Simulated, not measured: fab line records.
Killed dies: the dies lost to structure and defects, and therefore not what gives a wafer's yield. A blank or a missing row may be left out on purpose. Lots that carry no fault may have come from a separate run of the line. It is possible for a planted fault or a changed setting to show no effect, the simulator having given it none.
Which tool did it? + flow gf180mcu + 36 wafers from 12 lots sampled at 4 of the route's 602 steps

## WHAT THE GAUGES SHOWED, per wafer
GF_TOP_METAL_CD_MEAS_14 targets a cd of 440 nm.
| lot  | measured     | on        | cd-nm (nm)        |
|------|--------------|-----------|-------------------|
| L791 | day 28 12:28 | cd-sem-01 | 437.0 438.0 436.5 |
| L793 | day 29 02:13 | cd-sem-01 | 435.6 439.2 437.8 |
| L795 | day 29 16:20 | cd-sem-02 | 439.4 439.5 438.7 |
| L796 | day 29 23:51 | cd-sem-01 | 439.7 442.2 442.0 |
| L798 | day 30 08:13 | cd-sem-02 | 438.1 439.6 438.7 |
| L804 | day 32 04:02 | cd-sem-02 | 440.3 441.4 440.4 |
| L805 | day 32 07:50 | cd-sem-01 | 442.8 442.7 441.8 |
| L806 | day 32 20:19 | cd-sem-01 | 440.8 440.3 444.1 |
| L807 | day 32 22:53 | cd-sem-01 | 440.1 440.0 441.9 |
| L810 | day 33 12:23 | cd-sem-01 | 437.7 438.5 439.1 |
| L813 | day 34 05:38 | cd-sem-01 | 440.3 437.8 440.6 |
| L814 | day 34 12:00 | cd-sem-02 | 439.7 440.2 439.9 |

GF_PASSIVATION_THK_MEAS_01.
| lot  | measured     | on            | PASSIVATION_CVD_00_THK (nm) |
|------|--------------|---------------|-----------------------------|
| L791 | day 28 13:23 | film-metro-02 | 994 984 999                 |
| L793 | day 29 03:09 | film-metro-02 | 994 1025 1002               |
| L795 | day 29 17:17 | film-metro-02 | 983 988 995                 |
| L796 | day 30 00:51 | film-metro-02 | 990 994 1001                |
| L798 | day 30 09:10 | film-metro-01 | 1008 998 1020               |
| L804 | day 32 04:58 | film-metro-03 | 1004 1005 1010              |
| L805 | day 32 08:46 | film-metro-03 | 988 997 994                 |
| L806 | day 32 21:28 | film-metro-02 | 1011 1018 1031              |
| L807 | day 32 23:51 | film-metro-01 | 979 983 999                 |
| L810 | day 33 13:21 | film-metro-02 | 996 997 1005                |
| L813 | day 34 06:36 | film-metro-03 | 979 990 1006                |
| L814 | day 34 12:56 | film-metro-02 | 966 981 1001                |

## EACH LOT AND THE TOOL THAT RAN IT (in order: tool; ch and the chambers of the sampled wafers; start)
| lot  | GF_V1_ETCH_16                      | GF_TOP_METAL_SPUTTER_03      |
|------|------------------------------------|------------------------------|
| L791 | rie-diel-04 ch 0,1, day 17 20:19   | pvd-sputter-03, day 26 23:04 |
| L793 | rie-diel-04 ch 0,2, day 18 23:48   | pvd-sputter-04, day 28 15:49 |
| L795 | rie-diel-04 ch 1,2, day 19 17:01   | pvd-sputter-03, day 28 23:31 |
| L796 | rie-diel-04 ch 0,2,3, day 20 00:58 | pvd-sputter-04, day 29 04:54 |
| L798 | rie-diel-02 ch 0,1,2, day 20 19:34 | pvd-sputter-03, day 29 13:29 |
| L804 | rie-diel-01 ch 0,1,2, day 22 23:12 | pvd-sputter-01, day 31 10:53 |
| L805 | rie-diel-04 ch 1,2, day 23 07:02   | pvd-sputter-03, day 31 15:04 |
| L806 | rie-diel-01 ch 0,1,2, day 23 21:39 | pvd-sputter-04, day 32 04:58 |
| L807 | rie-diel-04 ch 0,2, day 24 05:06   | pvd-sputter-04, day 32 07:08 |
| L810 | rie-diel-01 ch 0,3, day 24 21:57   | pvd-sputter-04, day 32 21:02 |
| L813 | rie-diel-02 ch 1,2,3, day 25 22:42 | pvd-sputter-01, day 33 15:18 |
| L814 | rie-diel-01 ch 1,3, day 26 04:25   | pvd-sputter-01, day 33 21:12 |
- GF_V1_ETCH_16: etches BARC in N2/H2.
- GF_TOP_METAL_SPUTTER_03: material Ti, target thk 5 nm, time 3.3 s.

## AS READ BY THE TOOLS THEMSELVES (means over the sampled wafers that have a number; for cases with no such wafer, the mark the record gives instead)
GF_V1_ETCH_16.
| lot  | tool        | drypump-motor-current-A (A) | oes-product-au (a.u.) | rf-fwd-power-W (W) | throttle-valve-pct (%) |
|------|-------------|-----------------------------|-----------------------|--------------------|------------------------|
| L791 | rie-diel-04 | 5.7                         | 0.854                 | 495.4              | 13.226                 |
| L793 | rie-diel-04 | 6.3                         | 0.854                 | 495.2              | 13.223                 |
| L795 | rie-diel-04 | 6.1                         | 0.854                 | 495.1              | 13.224                 |
| L796 | rie-diel-04 | 6.4                         | 0.855                 | 494.8              | 13.213                 |
| L798 | rie-diel-02 | 5.7                         | 0.853                 | 494.6              | 13.224                 |
| L804 | rie-diel-01 | 6.2                         | 0.854                 | 496.5              | 13.222                 |
| L805 | rie-diel-04 | 6.1                         | 0.851                 | 495.4              | 13.231                 |
| L806 | rie-diel-01 | 6.3                         | 0.854                 | 496.8              | 13.225                 |
| L807 | rie-diel-04 | 6.4                         | 0.857                 | 493.8              | 13.224                 |
| L810 | rie-diel-01 | 6.3                         | 0.852                 | 495.4              | 13.215                 |
| L813 | rie-diel-02 | 5.5                         | 0.853                 | 495.2              | 13.217                 |
| L814 | rie-diel-01 | 6.0                         | 0.855                 | 494.8              | 13.226                 |

GF_TOP_METAL_SPUTTER_03.
| lot  | tool           | cathode-dc-power-W (W) | throttle-valve-pct (%) |
|------|----------------|------------------------|------------------------|
| L791 | pvd-sputter-03 | 3000.2                 | 30.9                   |
| L793 | pvd-sputter-04 | 3000.0                 | 30.1                   |
| L795 | pvd-sputter-03 | 2999.9                 | 30.9                   |
| L796 | pvd-sputter-04 | 2999.9                 | 30.3                   |
| L798 | pvd-sputter-03 | 3000.3                 | 31.1                   |
| L804 | pvd-sputter-01 | 3000.3                 | 30.6                   |
| L805 | pvd-sputter-03 | 2999.7                 | 30.7                   |
| L806 | pvd-sputter-04 | 3000.6                 | 29.6                   |
| L807 | pvd-sputter-04 | 2999.9                 | 30.0                   |
| L810 | pvd-sputter-04 | 2999.6                 | 30.2                   |
| L813 | pvd-sputter-01 | 3000.1                 | 30.5                   |
| L814 | pvd-sputter-01 | 3000.0                 | 30.5                   |

## THE ANSWER, worked out from the rows above alone
Rule: the lots themselves supply what counts as usual. The widest of any qualifying gaps counts: lots, ordered by their means at a reading, are off when they make up no more than a third of the lots, leave a main group of 4 or more, and stand apart from it by 3 or more times the standard deviation of that group's means. Not used: any main group whose means are identical at the precision the tables above print for the reading. Also off: a lot with no number at a reading for which 4 or more lots have one. All remaining lots with rows at the step are treated as sound. After the gauges, taken in route order, come the tools' own readings; for these a lot's mean is taken, as printed above. At the first step where some lot is off, the reading lying furthest off is the one used; lots without a number count as furthest.
Nothing can be told from this: no lot is off at any reading shown.

## WHAT THE SIMULATOR PUT IN
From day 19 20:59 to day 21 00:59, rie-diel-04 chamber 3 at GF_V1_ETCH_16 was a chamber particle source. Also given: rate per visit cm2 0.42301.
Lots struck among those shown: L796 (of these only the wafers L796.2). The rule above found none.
